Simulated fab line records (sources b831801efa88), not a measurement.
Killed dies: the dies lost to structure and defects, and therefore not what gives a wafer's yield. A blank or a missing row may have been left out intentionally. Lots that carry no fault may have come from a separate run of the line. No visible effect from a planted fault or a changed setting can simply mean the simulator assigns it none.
Code-filled problem report in 8D (eight disciplines) form ; flow sky130 ; the parts of the form that need people (team, actions taken, sign-off) are left out

1. WHAT WENT WRONG
Mean SONOS_TUNNEL_OVL at SKY_SONOS_TUNNEL_OVL_MEAS_08: -82.5 nm over 12 wafers in 4 lots; fault-free wafers: 0.1 nm, standard deviation 1.7. That is -49 standard deviations from the usual mean.
First observed at day 14 01:35: wafer L738.3, on overlay-01. Wafers with a number at this step in the record: 33, from 11 lots. By rule, "out" or "out of limits" means more than 4 standard deviations away from the usual mean. Any other wafer with a number is counted as sound.

2. WHAT THIS IS AND IS NOT
question;is;is not
which readings at this step;SONOS_TUNNEL_OVL;-
which lots;L738, L739, L741, L742;L731, L732, L733, L737, L740, L750, L752
which wafers of those lots;all that have a number;-
read on which gauges;overlay-01, overlay-02;-
when;from day 14 01:35;"up to then (12 sound wafers); but 9 sound wafers of L740, L750, L752 came after"

3. THE SUSPECTS, EACH WITH WHAT RULES IT OUT
Counting: a tool at a process step up to the reading stays a suspect if it ran every lot that is out and no sound lot after the first of them.
- the gauge at SKY_SONOS_TUNNEL_OVL_MEAS_08 has been ruled out. Those wafers that are out were read across 2 gauges (overlay-01, overlay-02).
- ilineStepper-02 at SKY_SONOS_TUNNEL_EXPOSE_04 (exposes mask TUNM, target cd 410 nm): kept. It processed each lot that is out, first L738 at day 13 12:26, and no sound lot thereafter; up to then, the last sound lot it processed was L733 at day 11 15:48.
Remaining after the count: ilineStepper-02 at SKY_SONOS_TUNNEL_EXPOSE_04.

4. THE CAUSE (what the simulator had put in)
Scanner matching overlay: ilineStepper-02, from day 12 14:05 on, at SKY_SONOS_TUNNEL_EXPOSE_04. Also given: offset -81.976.
After counting, this tool was the only one left.

5. SEQUENCE OF EFFECTS, ordered by route
Each row: a reading where the mean over the struck wafers with a number is more than 3 standard deviations away from the usual. Scope: only readings with a usual standard deviation given in the record; hours: median across lots of the time from each lot's start at the first step in this table that gives one to its start at this step; sigmas: change in usual standard deviations.
hours;step;reading;usual;on struck wafers;change;sigmas
0;SKY_SONOS_TUNNEL_OVL_MEAS_08;SONOS_TUNNEL_OVL;0.1 nm;-82.5;-82.6;-49
At these later measuring or inspecting steps, every struck wafer for which the step has a row has a number for every such reading, and none has moved that far: SKY_SONOS_ONO_THK_MEAS_05.

6. HOW IT WOULD HAVE BEEN CAUGHT EARLIER
Counted from the fault's start at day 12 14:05, it took 36 hours until the first out-of-limits reading at a measuring or inspecting step in this record, taken at day 14 01:35.
Among the 4 lots that are out, L741, L742 began SKY_SONOS_TUNNEL_EXPOSE_04 on ilineStepper-02 after day 14 01:35. A hold on the tool at that time would have spared those 2.
